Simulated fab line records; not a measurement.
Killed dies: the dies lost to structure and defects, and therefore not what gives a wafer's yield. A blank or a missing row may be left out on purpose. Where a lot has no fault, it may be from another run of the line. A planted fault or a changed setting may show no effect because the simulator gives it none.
A lot that was struck, set against a sound lot + flow sfq line + 32 steps out of a route of 325
Sound: wafers L879.1, L879.4, L879.6. Wafers struck: L894.1, L894.4, L894.6. The cause is given at the end.
Order at every step that has rows: each side's tool, ch and its chambers, its first start. Under that, the readings that differ: sound wafers + struck wafers + difference of the means + sigmas: that difference in standard deviations of wafers without a fault.
alike: same words and numbers on both sides, and readings whose means sit less than 2 such deviations apart. not compared: any withheld reading, any reading some wafer has no value for, any bound like >300 that may hide the same value, and any number with overlapping values for which the record gives no deviation.
A row with sigmas, a row that says differs or no value, or rows on one side alone: a step with any of these is where the two part. Numbers that have no deviation but don't overlap get no sigmas and don't part them. A reading that every wafer of one side lacks parts them only if that side has two wafers or more.

SFQ_INCOMING_BOW_MEAS_900:
  sound: film metro-03 at day 2 06:00; struck: film metro-03 at day 5 09:00
  alike: INCOMING_BOW
then, 1 step without rows for these wafers: SFQ_TRILAYER_INCOMING_OXIDATION_002 (target thk 500 nm, ox time 4939 s).
SFQ_TRILAYER_L0_DEP_SPUTTER_003: material MoNx KI, target thk 40 nm, time 100 s.
  sound: pvd sputter-05 at day 2 08:29; struck: pvd sputter-05 at day 5 11:29
| reading                                                  | sound             | struck           | difference | sigmas |
|----------------------------------------------------------|-------------------|------------------|------------|--------|
| model.MoNx_KI_of_TRILAYER_L0_DEP_SPUTTER_003.thk nm (nm) | 39.66 39.81 39.81 | 65.1 65.56 65.89 | +25.8      |        |
  alike: throttle valve pct
SFQ_L0_RS_MEAS_901: a four-point-probe measurement.
  sound: film metro-02 at day 2 08:34; struck: film metro-02 at day 5 11:34
| reading                | sound          | struck         | difference | sigmas |
|------------------------|----------------|----------------|------------|--------|
| L0_MONX_KI_RS (ohm/sq) | 43.9 43.6 43.7 | 26.7 26.5 26.4 | -17.2      | -46    |
SFQ_L0_THK_MEAS_902: measures by xrf.
  sound: film metro-02 at day 2 08:41; struck: film metro-02 at day 5 11:41
| reading             | sound          | struck         | difference | sigmas |
|---------------------|----------------|----------------|------------|--------|
| L0_MONX_KI_THK (nm) | 40.4 40.7 40.5 | 66.2 66.8 67.1 | +26.2      | +67    |
then, 6 steps without rows for these wafers: SFQ_TRILAYER_L0_LITHO_COAT_010 (resist thk 62 nm); SFQ_TRILAYER_L0_LITHO_COAT_005 (resist thk 600 nm); SFQ_TRILAYER_L0_LITHO_SOFTBAKE_009; SFQ_TRILAYER_L0_LITHO_EXPOSE_006 (exposes mask L0, target cd 2000 nm); SFQ_TRILAYER_L0_LITHO_PEB_008 (peb time 60 s); SFQ_TRILAYER_L0_LITHO_DEVELOP_007 (time 60 s).
-- the record jumps here: 4 days lie between the struck wafers' starts before and after --
SFQ_TRILAYER_L0_BARC_OPEN_METAL_ETCH_010: etches BARC in O2, target depth 125 nm, time 41.7 s.
  sound on rie metal-02 ch 0,1, day 5 05:30; struck on rie metal-02 ch 0,1, day 9 03:20
  alike: drypump motor current A, oes product au
  not compared: rf hours counter h
SFQ_TRILAYER_L0_ETCH_METAL_ETCH_008: etches MoNx KI in SF6/O2, stops on SiO2, target depth 50 nm, time 25 s.
  sound on rie metal-02 ch 0,1, day 5 05:34; struck on rie metal-02 ch 0,1, day 9 03:23
| reading               | sound             | struck            | difference | sigmas |
|-----------------------|-------------------|-------------------|------------|--------|
| oes product au (a.u.) | 0.868 0.873 0.869 | 1.008 1.004 1.012 | +0.138     | +23    |
  alike: drypump motor current A
  not compared: rf hours counter h
SFQ_TRILAYER_L0_STRIP_STRIP_009: strips in O2.
  sound on rie metal-02 ch 0,1, day 5 05:36; struck on rie metal-02 ch 0,1, day 9 03:26
  alike: drypump motor current A, oes product au
  not compared: rf hours counter h
then, 8 steps without rows for these wafers: SFQ_TRILAYER_L0_STRIP_SOLV_CLEAN_010 (cleans in NMP, time 600 s); SFQ_TRILAYER_L0_CAP_PECVD_011 (deposits SiO2 from SiH4/N2O, time 13.333 s, target thk 60 nm); SFQ_TRILAYER_L0_VIA_LITHO_COAT_018 (resist thk 62 nm); SFQ_TRILAYER_L0_VIA_LITHO_COAT_013 (resist thk 650 nm); SFQ_TRILAYER_L0_VIA_LITHO_SOFTBAKE_017; SFQ_TRILAYER_L0_VIA_LITHO_EXPOSE_014 (exposes mask L0V, target cd 700 nm); SFQ_TRILAYER_L0_VIA_LITHO_PEB_016 (peb time 60 s); SFQ_TRILAYER_L0_VIA_LITHO_DEVELOP_015 (time 60 s).
-- the record jumps here: 4 days lie between the struck wafers' starts before and after --
SFQ_L0V_OVL_MEAS_903:
  sound: overlay-01 at day 8 22:32; struck: overlay-02 at day 13 12:08
  alike: L0V_OVL
SFQ_TRILAYER_L0_VIA_BARC_OPEN_VIA_ETCH_021: etches BARC in O2, target depth 125 nm, time 41.7 s.
  sound on rie diel-02 ch 1,2,3, day 8 22:34; struck on rie diel-01 ch 1,2,3, day 13 12:10
  alike: drypump motor current A, oes product au
  not compared: rf hours counter h
SFQ_TRILAYER_L0_VIA_ETCH_VIA_ETCH_016: etches SiO2 in CHF3, stops on MoNx KI, target depth 80 nm.
  sound on rie diel-02 ch 1,2,3, day 8 22:36; struck on rie diel-01 ch 1,2,3, day 13 12:13
  alike: drypump motor current A, oes product au
SFQ_TRILAYER_L0_VIA_STRIP_STRIP_017: strips in O2.
  sound on rie metal-01 ch 0,1, day 8 22:39; struck on rie metal-01 ch 0,1, day 13 12:16
  alike: drypump motor current A, oes product au
  not compared: rf hours counter h
then, 3 steps without rows for these wafers: SFQ_TRILAYER_L0_VIA_STRIP_SOLV_CLEAN_018 (cleans in NMP, time 600 s); SFQ_TRILAYER_M0_DEP_PRE_CLEAN_020 (time 15 s); SFQ_TRILAYER_M0_DEP_SPUTTER_019 (material Nb, target thk 200 nm, time 133.3 s).
SFQ_M0_RS_MEAS_904: a four-point-probe measurement.
  sound: film metro-04 at day 8 23:34; struck: film metro-04 at day 13 13:09
  alike: M0_NB_RS
then, 1 step without rows for these wafers: SFQ_TRILAYER_M0_LITHO_COAT_026 (resist thk 62 nm).
-- the record jumps here: 68 days lie between the struck wafers' starts before and after --
SFQ_M8_BOW_MEAS_951:
  sound: film metro-03 at day 70 13:32; struck: film metro-03 at day 81 02:49
| reading                       | sound             | struck            | difference | sigmas |
|-------------------------------|-------------------|-------------------|------------|--------|
| model.etest.l0.ohm sq         | 43.85 43.69 43.69 | 26.71 26.53 26.39 | -17.20     |        |
| model.etest.l0.comb log10 ohm | 12 12 12          | 0 0 0             | -12        |        |
  alike: M8_BOW

WHERE THEY PART
Last at SFQ_TRILAYER_L0_ETCH_METAL_ETCH_008 as far as this record goes, first at SFQ_L0_RS_MEAS_901. Later steps at which nothing parts them and some readings are alike: SFQ_TRILAYER_L0_STRIP_STRIP_009, SFQ_L0V_OVL_MEAS_903, SFQ_TRILAYER_L0_VIA_BARC_OPEN_VIA_ETCH_021, SFQ_TRILAYER_L0_VIA_ETCH_VIA_ETCH_016, SFQ_TRILAYER_L0_VIA_STRIP_STRIP_017, SFQ_M0_RS_MEAS_904, SFQ_M8_BOW_MEAS_951.

WHY: what the simulator had put in
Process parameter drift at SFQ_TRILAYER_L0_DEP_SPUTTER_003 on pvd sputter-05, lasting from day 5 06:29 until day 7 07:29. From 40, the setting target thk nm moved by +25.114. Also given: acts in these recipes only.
